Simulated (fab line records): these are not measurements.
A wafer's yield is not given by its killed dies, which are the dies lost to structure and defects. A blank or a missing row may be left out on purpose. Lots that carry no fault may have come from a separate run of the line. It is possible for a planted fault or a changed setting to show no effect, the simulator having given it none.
Which tool is to blame? :: flow sky130 :: 45 wafers sampled from 15 lots at 1 step of a route of 708

== WHAT THE GAUGES READ, wafer by wafer ==
No reading from a measuring or inspecting step in the record can be judged against a usual standard deviation.

== WHICH TOOL RAN EACH LOT (tool, then ch and the chambers of the sampled wafers, then the start) ==
lot: L562
SKY_PASSIVATION_CVD_02: pecvd-04 ch 0,1,2, day 43 22:16

lot: L563
SKY_PASSIVATION_CVD_02: pecvd-01 ch 0,1, day 44 02:44

lot: L564
SKY_PASSIVATION_CVD_02: pecvd-04 ch 0,2, day 44 16:05

lot: L565
SKY_PASSIVATION_CVD_02: pecvd-04 ch 0,2, day 44 18:12

lot: L566
SKY_PASSIVATION_CVD_02: pecvd-03 ch 0,1, day 45 06:49

lot: L569
SKY_PASSIVATION_CVD_02: pecvd-01 ch 0,1, day 45 17:31

lot: L571
SKY_PASSIVATION_CVD_02: pecvd-03 ch 0,1,2, day 46 06:21

lot: L572
SKY_PASSIVATION_CVD_02: pecvd-04 ch 1,2, day 46 07:41

lot: L573
SKY_PASSIVATION_CVD_02: pecvd-01 ch 0,1, day 46 23:48

lot: L574
SKY_PASSIVATION_CVD_02: pecvd-01 ch 0,1, day 47 07:18

lot: L575
SKY_PASSIVATION_CVD_02: pecvd-03 ch 0,1, day 47 09:11

lot: L582
SKY_PASSIVATION_CVD_02: pecvd-01 ch 1,2, day 48 17:50

lot: L583
SKY_PASSIVATION_CVD_02: pecvd-01 ch 0,2, day 49 03:10

lot: L584
SKY_PASSIVATION_CVD_02: pecvd-01 ch 0,1, day 49 05:01

lot: L585
SKY_PASSIVATION_CVD_02: pecvd-04 ch 1,2, day 49 09:37
- SKY_PASSIVATION_CVD_02: deposits Si3N4, target thk 540 nm.

== WHAT THE TOOLS THEMSELVES READ (means of the sampled wafers that have a number; where no wafer has one, the mark that the record gives instead) ==
SKY_PASSIVATION_CVD_02.
lot: L562
tool: pecvd-04
heater power outer w (W): 430
heater power w (W): 681

lot: L563
tool: pecvd-01
heater power outer w (W): 386
heater power w (W): 657

lot: L564
tool: pecvd-04
heater power outer w (W): 464
heater power w (W): 710

lot: L565
tool: pecvd-04
heater power outer w (W): 444
heater power w (W): 715

lot: L566
tool: pecvd-03
heater power outer w (W): 331
heater power w (W): 586

lot: L569
tool: pecvd-01
heater power outer w (W): 371
heater power w (W): 619

lot: L571
tool: pecvd-03
heater power outer w (W): 346
heater power w (W): 597

lot: L572
tool: pecvd-04
heater power outer w (W): 439
heater power w (W): 670

lot: L573
tool: pecvd-01
heater power outer w (W): -
heater power w (W): -

lot: L574
tool: pecvd-01
heater power outer w (W): -
heater power w (W): -

lot: L575
tool: pecvd-03
heater power outer w (W): -
heater power w (W): -

lot: L582
tool: pecvd-01
heater power outer w (W): 399
heater power w (W): 676

lot: L583
tool: pecvd-01
heater power outer w (W): 347
heater power w (W): 588

lot: L584
tool: pecvd-01
heater power outer w (W): 313
heater power w (W): 552

lot: L585
tool: pecvd-04
heater power outer w (W): 425
heater power w (W): 660

== THE ANSWER, worked out from the rows above alone ==
Rule: the usual values come from the lots themselves. The widest of any qualifying gaps counts: lots, ordered by their means at a reading, are off when they make up no more than a third of the lots, leave a main group of 4 or more, and stand apart from it by 3 or more times the standard deviation of that group's means. If all means in a main group match to the digits the tables above print for the reading, that group is not used. Also off: a lot with no number at a reading for which 4 or more lots have one. Where the step has rows for the other lots, those lots are counted as sound. First the gauges in route order, then the tools' own readings, where a lot's mean is used as printed above. At the first step where some lot is off, the reading lying furthest off is the one used; lots without a number count as furthest.
Off, at SKY_PASSIVATION_CVD_02 on heater power outer w: L573, L574, L575. Without a number there: L573, L574, L575. For the main group the mean is 391 W and the standard deviation 48.
If a tool, at that step or one of the process steps before it, ran each lot that is off and ran no sound lot following the first of them, it fits. No candidate that was tried fits.

== WHAT HAD BEEN PUT IN BY THE SIMULATOR ==
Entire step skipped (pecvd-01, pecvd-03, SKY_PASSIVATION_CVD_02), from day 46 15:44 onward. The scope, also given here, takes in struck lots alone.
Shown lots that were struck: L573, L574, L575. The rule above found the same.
